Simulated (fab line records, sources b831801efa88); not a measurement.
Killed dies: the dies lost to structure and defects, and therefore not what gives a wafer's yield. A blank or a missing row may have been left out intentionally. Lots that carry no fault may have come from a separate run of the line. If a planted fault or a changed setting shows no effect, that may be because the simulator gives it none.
fab line records    flow sky130
record lots=15  wafers=45  last_day=50
route steps=708 shown VT_ADJUST_HVTP@92 VT_ADJUST_PCH@149 LDD_N@244 LDD_P@265
lots with no fault: from the same line, run without faults
start_h: hours from the record's opening day to when the first of the lot's shown wafers began    wait_h: hours from the lot's prior step to this one    " the same as in the row above    L1.1+2: a single row standing in for several wafers    - either no value or no given start    * or withheld: withheld    < > ~ a bound
route shown NAME@n: a module of which the file shows steps, and the number in the route of the first    usual: mean/standard deviation of fault-free wafers    same: alike in all rows    chamber/n: place in a boat    sites: readings site by site    _std_site: the standard deviation of these    _edge_site: the outer-site mean with the inner-site mean subtracted    radius_mm: for every site, how far away it sits from the centre of the wafer    mask NAME#n: copy n    behind: the last tool/chamber to shape the wafer    hold: why the lot went on hold/how many hours it stayed there/how the hold came to an end    device: names the non-switching transistor (n, p or np)    end of line: at the end of the route, the tests of the same wafers    where a step has no rows: the recipe by itself    killed: the dies lost at the first sort to structure and to defects; this is not the yield of the wafer    map: a wafer's dies, x killed, . not, _ none there
set.NAME: the run value of the setting; set.NAME@STEP: its run value at that earlier step    model.NAME: the simulator's own value behind a step, which no gauge read
the route's steps for a sample of lots (tables are steps, rows are wafers)
services: a tool's chamber out of use, with start hour (start_h, from the record's first day; less than 0 if before it), hours out, and reason
## steps
# step SKY_VT_ADJUST_HVTP_CD_MEAS_07
# recipe target_cd_nm=380
# usual cd_nm=379/3.1
lot.wafer  tool       chamber  start_h  wait_h  cd_nm
L662.2     cd_sem-01  -        129.19   0.1     378
L662.3     "          -        "        "       379
L662.5     "          -        "        "       379
L665.1     cd_sem-01  -        145.61   0.1     378
L665.2     "          -        "        "       376
L665.3     "          -        "        "       377
L666.3     cd_sem-02  -        154.30   0.1     373
L666.4     "          -        "        "       373
L666.5     "          -        "        "       373
L668.2     cd_sem-01  -        166.74   0.1     379
L668.3     "          -        "        "       377
L668.4     "          -        "        "       379
L670.1     cd_sem-02  -        182.49   0.1     378
L670.4     "          -        "        "       378
L670.5     "          -        "        "       377
L671.1     cd_sem-02  -        183.61   0.1     380
L671.3     "          -        "        "       380
L671.4     "          -        "        "       382
L672.1     cd_sem-01  -        191.91   0.1     384
L672.2     "          -        "        "       382
L672.4     "          -        "        "       383
L673.2     cd_sem-01  -        198.54   0.1     380
L673.3     "          -        "        "       379
L673.6     "          -        "        "       379
L674.1     cd_sem-01  -        203.87   0.1     375
L674.3     "          -        "        "       377
L674.6     "          -        "        "       376
L675.3     cd_sem-01  -        208.48   0.1     377
L675.5     "          -        "        "       376
L675.6     "          -        "        "       379
L676.1     cd_sem-02  -        214.64   0.1     380
L676.5     "          -        "        "       381
L676.6     "          -        "        "       382
L677.1     cd_sem-02  -        220.51   0.1     381
L677.5     "          -        "        "       381
L677.6     "          -        "        "       380
L678.2     cd_sem-02  -        228.19   0.1     377
L678.4     "          -        "        "       378
L678.6     "          -        "        "       380
L680.1     cd_sem-02  -        239.91   0.1     383
L680.2     "          -        "        "       385
L680.3     "          -        "        "       385
L684.2     cd_sem-02  -        262.36   0.1     374
L684.5     "          -        "        "       375
L684.6     "          -        "        "       374
# step SKY_VT_ADJUST_PCH_DEVELOP_06
# recipe wall_angle_deg=90  developer=TMAH  develop_time_s=60  dev_temp_c=23
# usual chill_plate_temp_C=22.99/0.098  develop_time_s=60/0  developer_temp_C=23.01/0.11
lot.wafer  tool            chamber  start_h  wait_h  chill_plate_temp_C  develop_time_s  developer_temp_C
L662.2     litho_track-02  0        233      -       22.92               60              23.23
L662.3     "               0        "        "       23.03               60              22.97
L662.5     "               0        "        "       23.17               60              23.05
L665.1     litho_track-02  0        252      -       23.04               60              23.12
L665.2     "               0        "        "       22.98               60              22.97
L665.3     "               0        "        "       22.82               60              23.14
L666.3     litho_track-03  0        263      -       23.09               60              23.15
L666.4     "               0        "        "       22.94               60              23.12
L666.5     "               0        "        "       22.94               60              23.00
L668.2     litho_track-01  0        278      -       23.05               60              22.92
L668.3     "               0        "        "       23.13               60              22.96
L668.4     "               0        "        "       22.99               60              23.06
L670.1     litho_track-03  0        296      -       22.93               60              23.13
L670.4     "               0        "        "       22.91               60              23.13
L670.5     "               0        "        "       22.87               60              23.09
L671.1     litho_track-03  0        298      -       23.08               60              23.08
L671.3     "               0        "        "       22.91               60              23.09
L671.4     "               0        "        "       22.91               60              23.12
L672.1     litho_track-02  0        308      -       23.10               60              22.84
L672.2     "               0        "        "       22.86               60              22.92
L672.4     "               0        "        "       23.00               60              22.95
L673.2     litho_track-02  0        316      -       22.95               60              23.23
L673.3     "               0        "        "       23.02               60              23.02
L673.6     "               0        "        "       23.06               60              23.07
L674.1     litho_track-03  0        323      -       23.14               60              22.99
L674.3     "               0        "        "       23.06               60              22.99
L674.6     "               0        "        "       23.08               60              22.95
L675.3     litho_track-03  -        328      -       -                   -               -
L675.5     "               -        "        "       -                   -               -
L675.6     "               -        "        "       -                   -               -
L676.1     litho_track-02  -        334      -       -                   -               -
L676.5     "               -        "        "       -                   -               -
L676.6     "               -        "        "       -                   -               -
L677.1     litho_track-01  -        344      -       -                   -               -
L677.5     "               -        "        "       -                   -               -
L677.6     "               -        "        "       -                   -               -
L678.2     litho_track-02  0        351      -       23.02               60              23.02
L678.4     "               0        "        "       23.00               60              23.08
L678.6     "               0        "        "       23.08               60              22.97
L680.1     litho_track-02  0        367      -       22.94               60              23.26
L680.2     "               0        "        "       23.02               60              23.18
L680.3     "               0        "        "       22.90               60              23.22
L684.2     litho_track-03  0        394      -       22.83               60              22.82
L684.5     "               0        "        "       22.92               60              23.13
L684.6     "               0        "        "       23.03               60              22.94
# step SKY_LDD_N_OVL_MEAS_07
# usual LDD_N_OVL=-0.7/1.3
lot.wafer  tool        chamber  start_h  wait_h  LDD_N_OVL[nm]
L662.2     overlay-01  -        410.85   0.1     -0.6
L662.3     "           -        "        "       -1.9
L662.5     "           -        "        "       -0.2
L665.1     overlay-01  -        430.79   0.1     2.2
L665.2     "           -        "        "       0.4
L665.3     "           -        "        "       0.3
L666.3     overlay-02  -        444.43   0.1     0.1
L666.4     "           -        "        "       -1.5
L666.5     "           -        "        "       -1.1
L668.2     overlay-01  -        464.60   0.1     -2.8
L668.3     "           -        "        "       -0.9
L668.4     "           -        "        "       2.0
L670.1     overlay-02  -        483.74   0.1     -1.5
L670.4     "           -        "        "       0.0
L670.5     "           -        "        "       0.0
L671.1     overlay-01  -        486.72   0.1     1.7
L671.3     "           -        "        "       0.9
L671.4     "           -        "        "       0.3
L672.1     overlay-01  -        501.04   0.1     -2.3
L672.2     "           -        "        "       -0.7
L672.4     "           -        "        "       -0.7
L673.2     overlay-02  -        509.59   0.1     0.5
L673.3     "           -        "        "       -3.3
L673.6     "           -        "        "       -2.6
L674.1     overlay-01  -        520.54   0.1     0.3
L674.3     "           -        "        "       -0.8
L674.6     "           -        "        "       0.2
L675.3     overlay-01  -        527.43   0.1     -2.1
L675.5     "           -        "        "       -0.4
L675.6     "           -        "        "       -0.5
L676.1     overlay-02  -        530.94   0.1     -1.9
L676.5     "           -        "        "       -3.5
L676.6     "           -        "        "       -2.1
L677.1     overlay-01  -        539.97   0.1     -0.7
L677.5     "           -        "        "       0.0
L677.6     "           -        "        "       0.5
L678.2     overlay-01  -        549.13   0.1     -0.5
L678.4     "           -        "        "       -1.9
L678.6     "           -        "        "       -2.1
L680.1     overlay-01  -        563.22   0.1     -2.7
L680.2     "           -        "        "       -1.7
L680.3     "           -        "        "       -1.0
L684.2     overlay-02  -        592.34   0.1     -2.0
L684.5     "           -        "        "       -0.4
L684.6     "           -        "        "       -1.5
# step SKY_LDD_P_STRIP_10
# recipe chemistry=O2/N2  power_w=1400  pressure_mtorr=1500  platen_temp_c=withheld  o2_flow_sccm=3000  n2_flow_sccm=300  overash_fraction=0.5
# usual drypump_motor_current_A=6.0/0.5  n2_flow_sccm=300.0/0.96  oes_product_au=0.715/0.0044  strip_time_to_endpoint_s=14.20/0.036
lot.wafer  tool             chamber  start_h  wait_h  drypump_motor_current_A  n2_flow_sccm  oes_product_au  rf_hours_counter_h  strip_time_to_endpoint_s
L662.2     plasma_asher-02  0        442.95   0.1     5.4                      300.3         0.722           32                  14.20
L662.3     "                0        "        "       5.4                      301.7         0.712           -                   14.23
L662.5     "                0        "        "       5.4                      300.5         0.714           -                   14.16
L665.1     plasma_asher-02  1        463.05   0.1     5.7                      300.0         0.713           34                  14.19
L665.2     "                0        "        "       5.4                      298.8         0.717           34                  14.18
L665.3     "                1        "        "       5.7                      300.5         0.722           -                   14.17
L666.3     plasma_asher-02  0        476.59   0.1     5.4                      300.8         0.718           -                   14.22
L666.4     "                1        "        "       5.7                      299.8         0.723           -                   14.14
L666.5     "                1        "        "       5.7                      299.6         0.714           -                   14.15
L668.2     plasma_asher-04  0        497.31   0.1     6.5                      299.0         0.708           83                  14.20
L668.3     "                1        "        "       6.5                      299.3         0.719           -                   14.17
L668.4     "                0        "        "       6.5                      299.0         0.712           -                   14.19
L670.1     plasma_asher-03  1        515.21   0.1     5.3                      300.6         0.722           69                  14.25
L670.4     "                0        "        "       6.4                      300.2         0.714           -                   14.24
L670.5     "                0        "        "       6.3                      300.4         0.720           -                   14.25
L671.1     plasma_asher-04  1        518.36   0.1     6.5                      299.9         0.711           86                  14.20
L671.3     "                1        "        "       6.5                      299.6         0.717           -                   14.20
L671.4     "                0        "        "       6.4                      300.9         0.716           -                   14.23
L672.1     plasma_asher-02  1        532.34   0.1     5.7                      300.4         0.715           42                  14.14
L672.2     "                0        "        "       5.4                      299.4         0.716           42                  14.17
L672.4     "                0        "        "       5.4                      299.6         0.713           -                   14.17
L673.2     plasma_asher-04  0        540.91   0.1     6.5                      300.1         0.711           88                  14.28
L673.3     "                0        "        "       6.4                      300.7         0.712           -                   14.19
L673.6     "                1        "        "       6.5                      299.4         0.708           -                   14.21
L674.1     plasma_asher-02  1        552.26   0.1     5.6                      300.7         0.709           44                  14.17
L674.3     "                0        "        "       5.4                      301.1         0.713           -                   14.18
L674.6     "                1        "        "       5.6                      298.8         0.712           -                   14.22
L675.3     plasma_asher-04  0        558.73   0.1     6.4                      299.2         0.715           -                   14.16
L675.5     "                1        "        "       6.5                      299.5         0.706           -                   14.17
L675.6     "                0        "        "       6.4                      299.4         0.712           -                   14.15
L676.1     plasma_asher-03  0        561.84   0.1     6.4                      300.0         0.717           72                  14.21
L676.5     "                0        "        "       6.4                      299.4         0.714           -                   14.16
L676.6     "                1        "        "       5.2                      298.7         0.715           -                   14.16
L677.1     plasma_asher-02  1        570.96   0.1     5.7                      301.9         0.719           46                  14.16
L677.5     "                0        "        "       5.4                      299.8         0.722           -                   14.19
L677.6     "                1        "        "       5.7                      301.1         0.721           -                   14.23
L678.2     plasma_asher-04  1        579.46   0.1     6.4                      300.4         0.723           91                  14.20
L678.4     "                1        "        "       6.5                      298.8         0.717           -                   14.18
L678.6     "                1        "        "       6.5                      299.7         0.710           -                   14.19
L680.1     plasma_asher-04  0        593.54   0.1     6.4                      299.0         0.720           93                  14.12
L680.2     "                1        "        "       6.5                      300.5         0.718           93                  14.20
L680.3     "                1        "        "       6.5                      299.9         0.717           -                   14.14
L684.2     plasma_asher-04  1        622.41   0.1     6.5                      300.1         0.715           97                  14.27
L684.5     "                0        "        "       6.4                      298.5         0.714           -                   14.21
L684.6     "                1        "        "       6.5                      301.2         0.721           -                   14.24
## services
tool             chamber  start_h  hours  kind
plasma_asher-04  -        217.80   2.8    pm
plasma_asher-02  -        239.26   2.6    repair
plasma_asher-03  -        272.28   7.9    repair
plasma_asher-03  -        317.45   8.4    repair
plasma_asher-02  -        328.44   4.4    repair
plasma_asher-02  -        446.53   1.2    repair
plasma_asher-03  -        519.73   14.6   pm
plasma_asher-04  -        536.58   4.3    pm
plasma_asher-02  -        581.46   103.8  repair
## key
first_sign step=SKY_VT_ADJUST_PCH_DEVELOP_06  reading=tool_record  direction=missing
effect none on later readings
met_at SKY_VT_ADJUST_PCH_DEVELOP_06
struck_lots L675,L676,L677
sort_left_out L675.3,L675.5,L675.6,L676.1,L676.5,L676.6,L677.1,L677.5,L677.6
tester_left_out L675,L676,L677
not_acting_at SKY_VT_ADJUST_HVTP_CD_MEAS_07,SKY_LDD_N_OVL_MEAS_07,SKY_LDD_P_STRIP_10
onset_between 323 328
fault kind=skipped_step_whole  tool=litho_track-01,litho_track-02,litho_track-03  chamber=-  onset_h=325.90  steps=SKY_VT_ADJUST_PCH_DEVELOP_06  scope=struck_lots_only
# tester_left_out: of these lots the tester's yield and bins aren't shown, on N5 and GAA mostly nor the transistor test; their killed dies are dies lost to structure and defects alone, not to doping, threshold or leakage, so they don't give the yield
# sort_left_out: the simulated sort isn't trusted on such a fault, so these wafers' sort isn't shown, and their yield isn't known
